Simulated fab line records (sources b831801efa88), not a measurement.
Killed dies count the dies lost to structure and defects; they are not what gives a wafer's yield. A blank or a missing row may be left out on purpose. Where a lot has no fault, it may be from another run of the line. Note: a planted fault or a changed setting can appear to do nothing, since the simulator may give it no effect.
A struck lot beside a sound one | flow sky130 | 17 out of 708 route steps
Sound: wafers L897.2, L897.4, L897.5. Wafers L905.1, L905.2, L905.6 were the ones struck. Last of all comes the cause.
For every step that has rows: the tool of each side, followed by ch and its chambers, followed by its first start. Under that, the readings that differ: sound wafers | struck wafers | difference of the means | sigmas: that difference in standard deviations of wafers without a fault.
alike: readings with means less than 2 such deviations apart, plus words and numbers identical on both sides. not compared: withheld readings, readings lacking a value on some wafer, bounds such as >300 that could conceal the same value, and numbers that have no deviation in the record and whose values overlap.
Wherever a step has rows on one side only, a row that says differs or no value, or a row with sigmas, the two part there. Numbers that don't overlap but have no deviation are shown without sigmas and don't part them. A reading that every wafer of one side lacks parts them only if that side has two wafers or more.

SKY_LDD_HVN_OVL_MEAS_07:
  struck on overlay-02, day 24 12:32; sound on overlay-02, day 21 06:29
  alike: LDD_HVN_OVL
following that, these wafers have no rows for 1 step: SKY_LDD_HVN_IMPLANT_08.
SKY_LDD_HVN_STRIP_09: strips in O2/N2.
  sound on plasmaAsher-02 ch 1, day 21 06:40; struck on plasmaAsher-03 ch 0,1, day 24 12:43
  alike: drypumpMotorCurrentA, oesProductAu, stripTimeToEndpointS
  not compared: rfHoursCounterH
SKY_LDD_HVN_TW_MEAS_10:
  struck on filmMetro-04, day 24 12:49; sound on filmMetro-02, day 21 06:46
reading    | sound          | struck         | difference | sigmas
LDD_HVN_TW | 1417 1411 1410 | 1457 1456 1456 | +44        | +2
then, 7 steps without rows for these wafers: SKY_LDD_HVP_DEHYDRATE_00 (time 60 s); SKY_LDD_HVP_HMDS_01 (prime time 60 s); SKY_LDD_HVP_COAT_02 (resist thk 300 nm); SKY_LDD_HVP_SOFTBAKE_03 (time 60 s); SKY_LDD_HVP_EXPOSE_04 (exposes mask HVPTM, target cd 700 nm); SKY_LDD_HVP_PEB_05; SKY_LDD_HVP_DEVELOP_06 (develop time 60 s).
SKY_LDD_HVP_OVL_MEAS_07:
  struck on overlay-01, day 25 18:11; sound on overlay-02, day 22 13:40
  alike: LDD_HVP_OVL
SKY_LDD_HVP_IMPLANT_08:
  sound on implanter-04 ch 0, day 22 13:43; struck on implanter-02 ch 0, day 25 18:13
reading           | sound                | struck             | difference | sigmas
tiltDeg (degrees) | 17.919 17.924 17.908 | 0.001 0.047 -0.001 | -17.901    | -99 or more
SKY_LDD_HVP_STRIP_09: strips in O2/N2.
  sound on plasmaAsher-01 ch 0, day 22 13:50; struck on plasmaAsher-01 ch 0,1, day 25 18:22
  alike: drypumpMotorCurrentA, oesProductAu, stripTimeToEndpointS
  not compared: rfHoursCounterH
SKY_LDD_HVP_TW_MEAS_10:
  struck on filmMetro-02, day 25 18:28; sound on filmMetro-04, day 22 13:57
reading    | sound       | struck      | difference | sigmas
LDD_HVP_TW | 460 461 459 | 401 402 402 | -58        | -10
then, 1 step without rows for these wafers: SKY_LDD_LDN_DEHYDRATE_00 (time 60 s).
-- record jumps: 23 days separate the struck wafers' starts on either side; left off in module LDD_LDN, taken up again in module PAD_OPEN, whose first shown step is the route's number 708 --
SKY_PAD_OPEN_PROBE_99:
  struck on prober-01, day 48 12:01; sound on prober-01, day 46 09:44
reading                      | sound          | struck         | difference | sigmas
killedOnRim                  | 13 14 11       | 23 23 15       | +8         | +2
model.etest.tip_p_5v.rsOhmSq | 2879 2874 2858 | 2678 2660 2658 | -205       | 
  alike: killed_at_M0_to_M3, killed_at_M4_up, killedAtContacts, killedAtFrontEnd, killedAtOther, killedDies, killedOpen, killedShort
  not compared: model.etest.pfetG5v0d10v5.driveUaUm

WHERE THEY PART
Earliest at SKY_LDD_HVN_TW_MEAS_10; latest, in this record, at SKY_PAD_OPEN_PROBE_99.

WHY: what had been put in by the simulator
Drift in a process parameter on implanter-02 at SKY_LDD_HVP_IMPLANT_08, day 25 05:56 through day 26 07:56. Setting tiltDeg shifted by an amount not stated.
